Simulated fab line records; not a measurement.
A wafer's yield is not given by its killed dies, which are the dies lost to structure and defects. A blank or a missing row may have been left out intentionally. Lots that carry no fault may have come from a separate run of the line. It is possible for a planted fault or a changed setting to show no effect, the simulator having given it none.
Struck lot and sound lot, side by side :: flow sky130 :: 44 out of 708 route steps
Sound: the wafers L172.2, L172.4, L172.5. Wafers struck: L180.1, L180.3, L180.5. The cause is given at the end.
For every step that has rows: the tool of each side, followed by ch and its chambers, followed by its first start. Under that, the readings that differ: sound wafers :: struck wafers :: difference of the means :: sigmas: that difference in standard deviations of wafers without a fault.
alike: readings with means less than 2 such deviations apart, plus words and numbers identical on both sides. not compared: withheld readings, readings lacking a value on some wafer, bounds such as >300 that could conceal the same value, and numbers that have no deviation in the record and whose values overlap.
A row with sigmas, a row that says differs or no value, or rows on one side alone: a step with any of these is where the two part. Non-overlapping numbers with no deviation appear without sigmas and do not part them. A reading missing from all wafers of one side parts the sides only when that side holds two or more wafers.

first, 1 step without rows for these wafers: SKY_SONOS_ONO_CVD_04 (deposits SiO2 from SiH4/N2O, target thk 5.7199 nm).
SKY_SONOS_ONO_THK_MEAS_05:
  sound: filmMetro-03 at day 12 12:28; struck: filmMetro-03 at day 15 18:55
  alike: SONOS_ONO_CVD_04_THK
then, 7 steps without rows for these wafers: SKY_SONOS_ONO_DEHYDRATE_06 (time 60 s); SKY_SONOS_ONO_HMDS_07 (prime time 60 s); SKY_SONOS_ONO_COAT_08 (resist thk 1140 nm); SKY_SONOS_ONO_SOFTBAKE_09 (time 60 s); SKY_SONOS_ONO_EXPOSE_10 (exposes mask ONOM, target cd 410 nm); SKY_SONOS_ONO_PEB_11; SKY_SONOS_ONO_DEVELOP_12 (develop time 60 s).
SKY_SONOS_ONO_CD_MEAS_13: the cd target is 410 nm.
  sound: cdSem-02 at day 13 13:01; struck: cdSem-01 at day 16 22:50
  alike: cdNm
SKY_SONOS_ONO_OVL_MEAS_14:
  sound: overlay-01 at day 13 13:07; struck: overlay-02 at day 16 22:58
  alike: SONOS_ONO_OVL
SKY_SONOS_ONO_ETCH_15: etches the open film in CHF3/O2, target depth 19.52 nm, time 7.8 s.
  sound on rieDiel-02 ch 1,2,3, day 13 13:08; struck on rieDiel-04 ch 2,3, day 16 22:59
  alike: drypumpMotorCurrentA, oesProductAu, rfFwdPowerW, throttleValvePct
  not compared: rfHoursCounterH
SKY_SONOS_ONO_WET_ETCH_16: etches SiO2 in dHF, target depth 14 nm, time 280 s.
  sound on wetBench-01 ch 1, day 13 13:10; struck on wetBench-02 ch 1, day 16 23:01
reading: runLengthS (s)
sound: 305 305 305
struck: 118 118 118
difference: -187
sigmas: -48

reading: model.SiO2_of_FIELD_ISO_CVD_24.thkNm (nm)
sound: 381 382 382
struck: 392.9 394.1 393.3
difference: +11.8
sigmas: 
  alike: tempC
SKY_SONOS_ONO_STRIP_17: strips in O2/N2.
  sound on plasmaAsher-02 ch 0,1, day 13 13:16; struck on plasmaAsher-04 ch 0,1, day 16 23:06
  alike: drypumpMotorCurrentA, n2FlowSccm, oesProductAu, stripTimeToEndpointS
  not compared: rfHoursCounterH
then, 3 steps without rows for these wafers: SKY_SONOS_ONO_WET_ETCH_18 (etches Si3N4 in H3PO4, target depth 15 nm, time 172 s); SKY_GATE_OXIDE_CLEAN_00 (cleans in SC1/SC2, time 150 s); SKY_GATE_OXIDE_OXIDATION_01 (stabilise 600 s, purge 300 s, target thk 10.268 nm).
SKY_GATE_OXIDE_THK_MEAS_02:
  sound: filmMetro-04 at day 13 16:25; struck: filmMetro-02 at day 17 01:10
  alike: GATE_OXIDE_OXIDATION_00_THK
then, 7 steps without rows for these wafers: SKY_GATE_OXIDE_DEHYDRATE_03 (time 60 s); SKY_GATE_OXIDE_HMDS_04 (prime time 60 s); SKY_GATE_OXIDE_COAT_05 (resist thk 1140 nm); SKY_GATE_OXIDE_SOFTBAKE_06 (time 60 s); SKY_GATE_OXIDE_EXPOSE_07 (exposes mask LVOM, target cd 600 nm); SKY_GATE_OXIDE_PEB_08; SKY_GATE_OXIDE_DEVELOP_09 (develop time 60 s).
SKY_GATE_OXIDE_OVL_MEAS_10:
  sound: overlay-02 at day 14 18:36; struck: overlay-01 at day 18 06:18
  alike: GATE_OXIDE_OVL
then, 2 steps without rows for these wafers: SKY_GATE_OXIDE_IMPLANT_11; SKY_GATE_OXIDE_WET_ETCH_12 (etches SiO2 in dHF, target depth 16.8 nm, time 336 s).
SKY_GATE_OXIDE_STRIP_13: strips in O2/N2.
  sound on plasmaAsher-04 ch 0,1, day 14 18:53; struck on plasmaAsher-01 ch 0,1, day 18 06:35
  alike: drypumpMotorCurrentA, n2FlowSccm, oesProductAu, stripTimeToEndpointS
  not compared: rfHoursCounterH
SKY_GATE_OXIDE_TW_MEAS_14:
  sound: filmMetro-02 at day 14 18:59; struck: filmMetro-02 at day 18 06:41
  alike: GATE_OXIDE_TW
then, 3 steps without rows for these wafers: SKY_GATE_OXIDE_CLEAN_15 (cleans in SC1/SC2, time 150 s); SKY_GATE_OXIDE_OXIDATION_16 (stabilise 600 s, purge 300 s, target thk 3.57 nm); SKY_POLY_GATE_CVD_00 (deposits poly-Si, target thk 180 nm, time 720 s).
SKY_POLY_GATE_THK_MEAS_01:
  sound: filmMetro-03 at day 14 22:49; struck: filmMetro-01 at day 18 09:32
  alike: POLY_GATE_CVD_00_THK
then, 8 steps without rows for these wafers: SKY_RES_PROTECT_DEHYDRATE_00 (time 60 s); SKY_RES_PROTECT_HMDS_01 (prime time 60 s); SKY_RES_PROTECT_COAT_02 (resist thk 1140 nm); SKY_RES_PROTECT_SOFTBAKE_03 (time 60 s); SKY_RES_PROTECT_EXPOSE_04 (exposes mask RPM, target cd 1270 nm); SKY_RES_PROTECT_PEB_05; SKY_RES_PROTECT_DEVELOP_06 (develop time 60 s); SKY_POLY_GATE_IMPLANT_02.
-- the record jumps here: 14 days lie between the struck wafers' starts before and after (it left off in module POLY_GATE and takes up again in module SALICIDE, whose first step shown is number 361 of the route) --
SKY_SALICIDE_CLEAN_00: cleans in HF-last, time 30 s.
  sound on wetBench-04 ch 3, day 28 20:28; struck on wetBench-01 ch 0, day 32 01:50
reading: model.SiO2_of_FIELD_ISO_CVD_24.thkNm (nm)
sound: 355.8 356.8 356.8
struck: 367.4 368.5 367.7
difference: +11.4
sigmas: 
-- the record jumps here: 16 days lie between the struck wafers' starts before and after (it left off in module SALICIDE and takes up again in module PAD_OPEN, whose first step shown is number 708 of the route) --
SKY_PAD_OPEN_PROBE_99:
  sound: prober-02 at day 46 06:48; struck: prober-01 at day 48 10:34
reading: model.etest.capLiToPoly.cAfUm2
sound: 100.3 99.01 100.3
struck: 102.3 102.6 102.4
difference: +2.6
sigmas: 

reading: model.etest.fieldN.vtV (V)
sound: 34.73 36.07 34.62
struck: 36.6 37.62 36.69
difference: +1.8
sigmas: 

reading: model.etest.pfet_16v.vtV (V)
sound: -1.121 -1.108 -1.103
struck: -1.164 -1.168 -1.172
difference: -0.057
sigmas: 

reading: model.etest.pfetG5v0d10v5.vtLongV (V)
sound: -0.9438 -0.9355 -0.9282
struck: -0.9923 -0.9841 -0.9901
difference: -0.0530
sigmas: 

reading: model.etest.pfet_01v8_lvt.vtSatV (V)
sound: -0.447 -0.4387 -0.4389
struck: -0.505 -0.5017 -0.5099
difference: -0.064
sigmas: 
  alike: killed_at_M0_to_M3, killed_at_M4_up, killedAtContacts, killedAtFrontEnd, killedAtOther, killedDies, killedOpen, killedShort
  not compared: model.etest.sramNfetPass.offLog10AUm, model.etest.sramNfetPass.vtSatV, model.etest.sramNfetPass.vtV

== WHERE THEY PART ==
Within this record, at SKY_SONOS_ONO_WET_ETCH_16 only. Later steps at which nothing parts them and some readings are alike: SKY_SONOS_ONO_STRIP_17, SKY_GATE_OXIDE_THK_MEAS_02, SKY_GATE_OXIDE_OVL_MEAS_10, SKY_GATE_OXIDE_STRIP_13, SKY_GATE_OXIDE_TW_MEAS_14, SKY_POLY_GATE_THK_MEAS_01, SKY_PAD_OPEN_PROBE_99.

WHY: what the simulator had put in
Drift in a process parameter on wetBench-02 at SKY_SONOS_ONO_WET_ETCH_16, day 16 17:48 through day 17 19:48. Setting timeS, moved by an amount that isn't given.
